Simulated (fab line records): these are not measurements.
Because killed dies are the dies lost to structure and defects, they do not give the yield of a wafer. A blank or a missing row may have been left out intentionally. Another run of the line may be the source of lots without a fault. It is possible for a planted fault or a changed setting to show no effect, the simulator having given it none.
Which tool did it? || flow sky130 || 6 lots, 18 wafers sampled, at 2 steps of a route of 708

== WHAT THE GAUGES READ, wafer by wafer ==
SKY_SONOS_ONO_THK_MEAS_03.
{"lot": "L669", "measured": "day 12 23:58", "on": "filmMetro-04", "SONOS_ONO_CVD_02_THK (nm)": "10.34 10.35 10.23"}
{"lot": "L671", "measured": "day 13 10:30", "on": "filmMetro-04", "SONOS_ONO_CVD_02_THK (nm)": "10.51 10.56 10.48"}
{"lot": "L676", "measured": "day 15 08:02", "on": "filmMetro-04", "SONOS_ONO_CVD_02_THK (nm)": "8.24 8.10 8.20 8.24 8.11 8.22"}
{"lot": "L681", "measured": "day 16 17:55", "on": "filmMetro-01", "SONOS_ONO_CVD_02_THK (nm)": "8.37 8.23 8.28 8.40 8.20 8.28"}
{"lot": "L685", "measured": "day 18 08:47", "on": "filmMetro-01", "SONOS_ONO_CVD_02_THK (nm)": "10.38 10.49 10.38"}
{"lot": "L687", "measured": "day 19 01:23", "on": "filmMetro-01", "SONOS_ONO_CVD_02_THK (nm)": "10.45 10.48 10.57"}

== WHICH TOOL RAN EACH LOT (tool, then ch and the chambers of the sampled wafers, then the start) ==
{"lot": "L669", "SKY_SONOS_ONO_CVD_02": "lpcvd-02 ch 0, day 12 22:55"}
{"lot": "L671", "SKY_SONOS_ONO_CVD_02": "lpcvd-02 ch 1, day 13 08:55"}
{"lot": "L676", "SKY_SONOS_ONO_CVD_02": "lpcvd-02 ch 0, day 15 06:58"}
{"lot": "L681", "SKY_SONOS_ONO_CVD_02": "lpcvd-02 ch 0, day 16 16:52"}
{"lot": "L685", "SKY_SONOS_ONO_CVD_02": "lpcvd-02 ch 1, day 18 07:44"}
{"lot": "L687", "SKY_SONOS_ONO_CVD_02": "lpcvd-02 ch 1, day 19 00:20"}
- SKY_SONOS_ONO_CVD_02: deposits Si3N4 from DCS/NH3, target thk 10.5 nm, time 180 s.

== THE ANSWER, worked out from the rows above alone ==
Rule: usual is defined by the lots themselves. Put in order of their means at a reading, lots are off if they are a third of the lots or fewer, leave a main group of 4 or more, and stand apart from it by a gap of 3 or more times the standard deviation of the main group's means; of several such gaps the widest counts. Not used: any main group whose means are identical at the precision the tables above print for the reading. Also off: a lot with no number at a reading for which 4 or more lots have one. Any other lot the step has rows for is counted as sound.
Off: L676, L681, at SKY_SONOS_ONO_THK_MEAS_03 (SONOS_ONO_CVD_02_THK). Main group: mean 10.44 nm, sd 0.083.
A tool fits if, at a process step before that reading, it ran every lot that is off, and no sound lot after the first of them. Those tools and the gauges at SKY_SONOS_ONO_THK_MEAS_03 are tried in the same way. Of those tried, none fits.

== WHAT THE SIMULATOR HAD PUT IN ==
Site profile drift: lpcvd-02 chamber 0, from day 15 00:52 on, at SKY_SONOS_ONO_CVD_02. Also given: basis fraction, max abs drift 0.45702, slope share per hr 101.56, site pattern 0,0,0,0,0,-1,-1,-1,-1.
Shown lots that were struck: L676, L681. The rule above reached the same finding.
